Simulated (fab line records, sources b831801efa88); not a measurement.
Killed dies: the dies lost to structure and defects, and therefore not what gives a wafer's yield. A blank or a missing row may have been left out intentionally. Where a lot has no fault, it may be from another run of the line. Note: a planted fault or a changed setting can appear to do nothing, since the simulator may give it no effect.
Which tool is to blame?    flow sky130    14 lots, 42 wafers sampled, at 5 steps of a route of 708

## WHAT THE GAUGES SHOWED, per wafer
SKY_SONOS_ONO_CD_MEAS_13: the cd target is 410 nm.
lot   measured      on         cd-nm (nm)
L348  day 13 18:40  cd-sem-02  407.7 406.0 406.2
L349  day 13 20:04  cd-sem-02  409.7 410.8 409.2
L351  day 14 00:46  cd-sem-01  407.1 409.3 412.0
L350  day 14 01:02  cd-sem-02  408.3 410.5 409.2
L352  day 14 12:42  cd-sem-01  411.2 413.5 414.1
L353  day 15 03:34  cd-sem-01  414.3 414.2 413.4
L354  day 15 09:59  cd-sem-02  407.6 408.6 408.4
L355  day 15 13:49  cd-sem-02  413.0 411.8 412.6
L356  day 15 15:03  cd-sem-02  409.0 411.8 411.0
L357  day 16 00:25  cd-sem-02  411.3 410.4 411.7
L366  day 19 23:13  cd-sem-02  408.3 407.3 406.8
L367  day 20 23:19  cd-sem-02  406.2 407.6 407.5
L369  day 21 15:16  cd-sem-01  406.7 408.8 410.2
L368  day 21 17:04  cd-sem-01  411.8 410.0 412.3

SKY_LDD_N_TW_MEAS_17.
lot   measured      on             LDD_N_TW
L348  day 18 22:29  film-metro-03  2611 2590 2599
L349  day 19 03:57  film-metro-03  2579 2572 2577
L351  day 19 05:32  film-metro-02  2628 2630 2631
L350  day 19 08:22  film-metro-01  2605 2595 2603
L352  day 19 19:31  film-metro-02  2627 2633 2628
L353  day 20 11:09  film-metro-03  2583 2593 2599
L354  day 20 22:46  film-metro-02  2644 2656 2631
L355  day 21 06:57  film-metro-02  2630 2635 2628
L356  day 21 04:40  film-metro-01  2611 2614 2608
L357  day 21 13:01  film-metro-02  2623 2621 2616
L366  day 25 11:47  film-metro-01  2593 2612 2585
L367  day 26 08:36  film-metro-02  2641 2625 2619
L369  day 27 03:13  film-metro-02  2636 2644 2630
L368  day 27 05:43  film-metro-03  2593 2581 2592

SKY_LDD_P_OVL_MEAS_08.
lot   measured      on          LDD_P_OVL (nm)
L348  day 20 05:35  overlay-01  0.2 -0.4 -1.0
L349  day 20 10:53  overlay-02  0.2 0.7 -1.3
L351  day 20 12:32  overlay-02  -0.1 0.4 0.9
L350  day 20 15:11  overlay-01  -1.2 0.9 0.7
L352  day 21 01:56  overlay-01  2.5 1.6 1.2
L353  day 21 18:32  overlay-02  -0.6 1.3 1.1
L354  day 22 05:38  overlay-01  -0.7 0.6 -1.0
L355  day 22 14:29  overlay-02  9.0 9.2 9.9
L356  day 22 11:57  overlay-02  -0.9 1.0 -0.8
L357  day 22 19:41  overlay-01  10.0 9.3 10.0
L366  day 26 17:20  overlay-01  1.2 2.2 1.7
L367  day 27 13:20  overlay-01  1.7 1.1 -1.1
L369  day 28 07:29  overlay-02  -0.3 -0.2 0.3
L368  day 28 08:59  overlay-01  0.1 1.5 1.7

SKY_SD_P_OVL_MEAS_08.
lot   measured      on          SD_P_OVL (nm)
L348  day 26 18:36  overlay-01  0.9 -0.3 1.0
L349  day 26 19:35  overlay-01  1.3 0.8 0.4
L351  day 26 23:53  overlay-01  -1.4 -0.8 0.0
L350  day 27 03:41  overlay-02  -1.2 -0.4 -0.4
L352  day 27 09:43  overlay-01  1.3 -0.9 0.6
L353  day 28 00:08  overlay-01  0.3 -0.4 0.3
L354  day 28 11:32  overlay-02  0.7 -0.8 1.1
L355  day 28 19:26  overlay-01  -0.3 -0.7 -1.8
L356  day 28 15:09  overlay-02  0.5 -1.1 0.6
L357  day 28 22:38  overlay-01  -0.9 -0.8 -1.4
L366  day 32 15:17  overlay-02  1.9 1.7 0.9
L367  day 33 09:53  overlay-01  -0.8 0.4 -1.1
L369  day 34 02:11  overlay-02  1.2 0.2 1.9
L368  day 34 05:29  overlay-02  1.4 0.9 2.4

## WHICH TOOL RAN EACH LOT (tool, then ch and the chambers of the sampled wafers, then the start)
lot   SKY_LDD_P_EXPOSE_04
L348  iline-stepper-02 ch 0, day 19 14:07
L349  iline-stepper-01 ch 0, day 19 19:50
L351  iline-stepper-01 ch 0, day 19 21:43
L350  iline-stepper-01 ch 0, day 20 00:11
L352  iline-stepper-02 ch 0, day 20 10:43
L353  iline-stepper-01 ch 0, day 21 03:08
L354  iline-stepper-01 ch 0, day 21 14:18
L355  iline-stepper-01 ch 0, day 21 22:17
L356  iline-stepper-02 ch 0, day 21 19:47
L357  iline-stepper-01 ch 0, day 22 03:55
L366  iline-stepper-02 ch 0, day 26 02:26
L367  iline-stepper-02 ch 0, day 26 23:16
L369  iline-stepper-02 ch 0, day 27 17:41
L368  iline-stepper-02 ch 0, day 27 19:19
- SKY_LDD_P_EXPOSE_04: exposes mask PSDM, target cd 380 nm.

## WHAT THE TOOLS THEMSELVES READ (means of the sampled wafers that have a number; where no wafer has one, the mark that the record gives instead)
The record holds no such reading with a usual standard deviation.

## THE ANSWER, worked out from the rows above alone
Rule: the lots themselves supply what counts as usual. The widest of any qualifying gaps counts: lots, ordered by their means at a reading, are off when they make up no more than a third of the lots, leave a main group of 4 or more, and stand apart from it by 3 or more times the standard deviation of that group's means. If all means in a main group match to the digits the tables above print for the reading, that group is not used. Also off: a lot with no number at a reading for which 4 or more lots have one. Any other lot the step has rows for is counted as sound. The gauges are gone through in route order, then the tools' own readings, and for those a lot's mean is taken as printed above. At the first step where some lot is off, the reading lying furthest off is the one used; lots without a number count as furthest.
Off: L355, L357, at SKY_LDD_P_OVL_MEAS_08 (LDD_P_OVL). For the main group the mean is 0.4 nm and the standard deviation 0.73.
If a tool, at a process step before that reading, ran all the lots that are off and no sound lot after the first of them, it fits. Those tools and the gauges at SKY_LDD_P_OVL_MEAS_08 are tried in the same way. One fits: iline-stepper-01 at SKY_LDD_P_EXPOSE_04. A fault onset in the window from L354 (day 21 14:18, its last sound lot) to L355 (day 21 22:17, its first lot off) fits.

## WHAT THE SIMULATOR HAD PUT IN
Scanner matching overlay: iline-stepper-01, from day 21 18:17 on, at SKY_LDD_P_EXPOSE_04. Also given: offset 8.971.
Struck lots among those shown: L355, L357. The rule above found the same.
